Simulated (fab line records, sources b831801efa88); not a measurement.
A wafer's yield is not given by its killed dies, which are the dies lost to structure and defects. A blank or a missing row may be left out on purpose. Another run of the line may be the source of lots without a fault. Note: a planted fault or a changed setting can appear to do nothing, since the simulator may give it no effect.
Chamber matching    flow gf180mcu    GF_V2_CMP_26 on cmp-02: 4 sister chambers
The step polishes, stops on SiO2, t overpolish 15 s, target thk 0 nm. 14 wafers are shown with their chamber, then 7 later ones without.

== EACH WAFER AND ITS CHAMBER ==
wafer   chamber  motor-current-A (A)  platen-rpm (rpm)  overpolish-run-s (s)
L418.2  1        11.9                 59.95             14.985
L418.3  0        10.1                 60.02             15.010
L418.4  3        9.2                  59.96             15.001
L419.1  0        10.4                 60.05             14.988
L419.4  1        11.1                 59.96             14.994
L419.5  1        11.4                 60.02             14.981
L424.2  3        9.4                  60.00             15.022
L424.4  2        11.8                 60.05             15.002
L424.6  1        11.6                 60.05             15.023
L429.2  1        10.9                 60.02             14.981
L429.5  0        10.8                 59.98             15.012
L429.6  3        10.0                 59.97             14.995
L431.1  1        11.3                 60.01             15.001
L431.3  2        11.4                 60.04             14.983

SIGNATURES (averages over the wafers above)
reading           chamber 0  chamber 1  chamber 2  chamber 3  scatter within a chamber
motor-current-A   10.433     11.367     11.600     9.533      0.361
platen-rpm        60.0167    60.0017    60.0450    59.9767    0.033
overpolish-run-s  15.00333   14.99417   14.99250   15.00600   0.015
Rule: a wafer lies at a distance from a chamber equal to the root of the sum of squares, over the readings, of (its reading less the chamber's mean, divided by the reading's scatter). The wafer belongs to the nearest chamber; if the next one is less than 2 further off, it can't be placed. The scatter is the square root of a quotient: the sum, over the shown wafers, of each reading's squared deviation from its chamber's mean, divided by wafers minus chambers.

== WAFERS MISSING THEIR CHAMBER ==
wafer   motor-current-A (A)  platen-rpm (rpm)  overpolish-run-s (s)
L431.5  11.1                 59.99             15.001
L434.1  12.1                 60.00             15.014
L434.4  10.6                 60.04             14.981
L434.5  10.4                 59.96             15.001
L435.2  11.4                 60.00             14.998
L435.3  11.0                 60.04             15.001
L435.4  10.5                 59.98             15.003

== THE CHAMBER EACH PASSED THROUGH ==
wafer   from the rows above           in truth
L431.5  can't be placed: 1 or 0 or 2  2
L434.1  can't be placed: 2 or 1       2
L434.4  can't be placed: 0 or 1 or 2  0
L434.5  can't be placed: 0 or 3 or 1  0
L435.2  can't be placed: 1 or 2       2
L435.3  can't be placed: 1 or 0 or 2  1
L435.4  can't be placed: 0 or 1 or 3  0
Correctly placed: 0 of 7. Cannot be placed on the basis of these rows: 7; the candidates contain the true chamber in 7. 0 placed wrongly.
